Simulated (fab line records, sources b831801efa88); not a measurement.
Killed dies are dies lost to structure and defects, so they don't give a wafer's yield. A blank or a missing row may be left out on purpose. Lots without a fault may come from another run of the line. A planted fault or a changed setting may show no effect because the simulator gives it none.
Which tool did it? | flow sky130 | 13 lots, 39 wafers sampled, at 6 steps of a route of 708

WHAT THE GAUGES READ, wafer by wafer
SKY_GATE_OXIDE_TW_MEAS_14.
lot  | measured     | on            | GATE_OXIDE_TW
L988 | day 13 23:04 | film_metro-03 | 221.7 222.6 222.0
L989 | day 14 06:05 | film_metro-01 | 227.6 227.9 227.2
L990 | day 14 15:23 | film_metro-03 | 223.4 223.3 224.6
L991 | day 15 07:41 | film_metro-01 | 225.8 226.6 227.3
L993 | day 15 20:45 | film_metro-01 | 226.2 227.9 225.4
L994 | day 16 05:24 | film_metro-01 | 227.2 225.7 227.4
L996 | day 16 14:47 | film_metro-01 | 225.2 225.4 225.8
L997 | day 17 00:15 | film_metro-03 | 224.2 224.5 225.0
L104 | day 19 14:11 | film_metro-03 | 225.1 224.2 224.3
L106 | day 20 09:58 | film_metro-01 | 227.3 225.8 226.4
L108 | day 21 03:08 | film_metro-01 | 226.2 225.7 226.4
L110 | day 21 19:56 | film_metro-01 | 225.1 226.1 226.9
L111 | day 22 01:33 | film_metro-01 | 225.3 226.4 225.9

SKY_POLY_GATE_THK_MEAS_01.
lot  | measured     | on            | POLY_GATE_CVD_00_THK (nm)
L988 | day 14 05:46 | film_metro-02 | 181.4 181.4 181.1
L989 | day 14 10:48 | film_metro-03 | 179.2 180.3 179.4
L990 | day 14 19:16 | film_metro-03 | 178.8 177.9 177.2
L991 | day 15 11:08 | film_metro-03 | 180.5 180.2 180.0
L993 | day 16 01:32 | film_metro-04 | 176.5 178.0 177.4
L994 | day 16 11:37 | film_metro-02 | 181.1 179.3 180.8
L996 | day 16 19:56 | film_metro-02 | 179.8 178.8 180.9
L997 | day 17 05:17 | film_metro-02 | 180.8 178.8 181.0
L104 | day 19 21:14 | film_metro-04 | 176.8 177.6 175.3
L106 | day 20 13:36 | film_metro-02 | 181.4 178.2 180.9
L108 | day 21 09:52 | film_metro-03 | 179.6 177.6 179.0
L110 | day 22 00:17 | film_metro-02 | 178.0 178.3 178.7
L111 | day 22 05:54 | film_metro-02 | 177.5 177.7 177.3

SKY_LDD_P_OVL_MEAS_08.
lot  | measured     | on         | LDD_P_OVL (nm)
L988 | day 19 04:11 | overlay-01 | -0.8 -1.0 0.6
L989 | day 19 14:46 | overlay-01 | 0.6 1.4 1.5
L990 | day 19 22:49 | overlay-01 | 1.6 1.0 0.9
L991 | day 20 16:22 | overlay-01 | 0.0 -1.2 -0.8
L993 | day 21 09:37 | overlay-01 | -0.7 -1.5 1.0
L994 | day 21 18:25 | overlay-02 | 0.0 -1.1 -1.5
L996 | day 22 04:20 | overlay-02 | 0.1 -1.4 -0.5
L997 | day 22 16:01 | overlay-01 | -2.9 -3.6 -2.5
L104 | day 25 02:41 | overlay-02 | -3.3 -3.1 -4.0
L106 | day 25 17:59 | overlay-01 | -0.3 1.8 0.0
L108 | day 26 17:34 | overlay-01 | 1.2 0.8 2.0
L110 | day 27 04:01 | overlay-01 | -2.3 -1.8 -1.6
L111 | day 27 09:55 | overlay-02 | -0.9 -1.8 -1.1

SKY_LDD_HVN_OVL_MEAS_07.
lot  | measured     | on         | LDD_HVN_OVL (nm)
L988 | day 20 10:08 | overlay-01 | 0.6 2.8 0.5
L989 | day 20 21:15 | overlay-01 | 1.6 0.4 0.2
L990 | day 21 05:38 | overlay-01 | -2.3 -1.5 -1.7
L991 | day 21 23:36 | overlay-01 | 1.6 1.0 -0.1
L993 | day 22 16:55 | overlay-02 | 1.4 3.3 0.3
L994 | day 23 01:24 | overlay-02 | -1.5 0.1 -1.0
L996 | day 23 10:37 | overlay-01 | - - -
L997 | day 23 22:56 | overlay-02 | -0.2 -1.7 -1.1
L104 | day 26 07:41 | overlay-01 | 1.4 1.4 0.7
L106 | day 26 23:38 | overlay-02 | 0.5 0.6 1.3
L108 | day 27 22:36 | overlay-02 | 2.3 1.8 1.8
L110 | day 28 09:00 | overlay-01 | 3.4 3.1 1.3
L111 | day 28 14:21 | overlay-02 | -0.8 -1.0 -0.5

SKY_LDD_HVN_TW_MEAS_10.
lot  | measured     | on            | LDD_HVN_TW
L988 | day 20 10:26 | film_metro-02 | 1443 1443 1444
L989 | day 20 21:32 | film_metro-04 | 1456 1449 1443
L990 | day 21 05:57 | film_metro-02 | 1447 1445 1446
L991 | day 21 23:53 | film_metro-02 | 1444 1449 1454
L993 | day 22 17:12 | film_metro-02 | 1451 1452 1442
L994 | day 23 01:41 | film_metro-02 | 1441 1432 1440
L996 | day 23 10:54 | film_metro-04 | 30 30 30
L997 | day 23 23:13 | film_metro-03 | 1422 1431 1423
L104 | day 26 07:58 | film_metro-04 | 1450 1455 1456
L106 | day 26 23:55 | film_metro-02 | 1447 1445 1444
L108 | day 27 22:53 | film_metro-03 | 1419 1422 1429
L110 | day 28 09:17 | film_metro-03 | 1429 1429 1426
L111 | day 28 14:38 | film_metro-02 | 1444 1438 1444

WHICH TOOL RAN EACH LOT (tool, then ch and the chambers of the sampled wafers, then the start)
lot  | SKY_LDD_HVN_EXPOSE_04
L988 | iline_stepper-01 ch 0, day 19 19:02
L989 | iline_stepper-02 ch 0, day 20 06:31
L990 | iline_stepper-01 ch 0, day 20 14:41
L991 | iline_stepper-02 ch 0, day 21 07:53
L993 | iline_stepper-02 ch 0, day 22 01:35
L994 | iline_stepper-02 ch 0, day 22 10:07
L996 | iline_stepper-02 ch 0, day 22 19:30
L997 | iline_stepper-02 ch 0, day 23 07:36
L104 | iline_stepper-02 ch 0, day 25 17:04
L106 | iline_stepper-02 ch 0, day 26 09:24
L108 | iline_stepper-02 ch 0, day 27 08:03
L110 | iline_stepper-02 ch 0, day 27 19:19
L111 | iline_stepper-01 ch 0, day 28 00:54
- SKY_LDD_HVN_EXPOSE_04: exposes mask HVNTM, target cd 700 nm.

WHAT THE TOOLS THEMSELVES READ (means of the sampled wafers that have a number; where no wafer has one, the mark that the record gives instead)
SKY_LDD_HVN_EXPOSE_04.
lot  | tool             | focus_offset_nm (nm)
L988 | iline_stepper-01 | 0.1
L989 | iline_stepper-02 | 0.0
L990 | iline_stepper-01 | 0.4
L991 | iline_stepper-02 | 0.1
L993 | iline_stepper-02 | -0.3
L994 | iline_stepper-02 | -0.1
L996 | iline_stepper-02 | -0.0
L997 | iline_stepper-02 | 0.6
L104 | iline_stepper-02 | -0.2
L106 | iline_stepper-02 | 0.3
L108 | iline_stepper-02 | -0.2
L110 | iline_stepper-02 | -0.4
L111 | iline_stepper-01 | -0.2

THE ANSWER, worked out from the rows above alone
Rule: what is usual is taken from the lots themselves. Put in order of their means at a reading, lots are off if they are a third of the lots or fewer, leave a main group of 4 or more, and stand apart from it by a gap of 3 or more times the standard deviation of the main group's means; of several such gaps the widest counts. A main group whose means are all the same, to the digits that the tables above print for the reading, isn't used. A lot without any number at a reading at which 4 lots or more have one is off too. The other lots that the step has rows for count as sound. The gauges are gone through in route order, then the tools' own readings, and for those a lot's mean is taken as printed above. The first step at which some lot is off is used, and at that step the reading that is off furthest; a lot without a number counts as furthest.
Off: L996, at SKY_LDD_HVN_OVL_MEAS_07 (LDD_HVN_OVL). Without a number there: L996. The main group: mean 0.6 nm, standard deviation 1.3.
A tool fits if, at a process step before that reading, it ran every lot that is off, and no sound lot after the first of them. The gauges at SKY_LDD_HVN_OVL_MEAS_07 aren't tried: what is off there is off at SKY_LDD_HVN_TW_MEAS_10 too, on other tools, and a gauge's error can't cause that. None of those tried fits.

WHAT THE SIMULATOR HAD PUT IN
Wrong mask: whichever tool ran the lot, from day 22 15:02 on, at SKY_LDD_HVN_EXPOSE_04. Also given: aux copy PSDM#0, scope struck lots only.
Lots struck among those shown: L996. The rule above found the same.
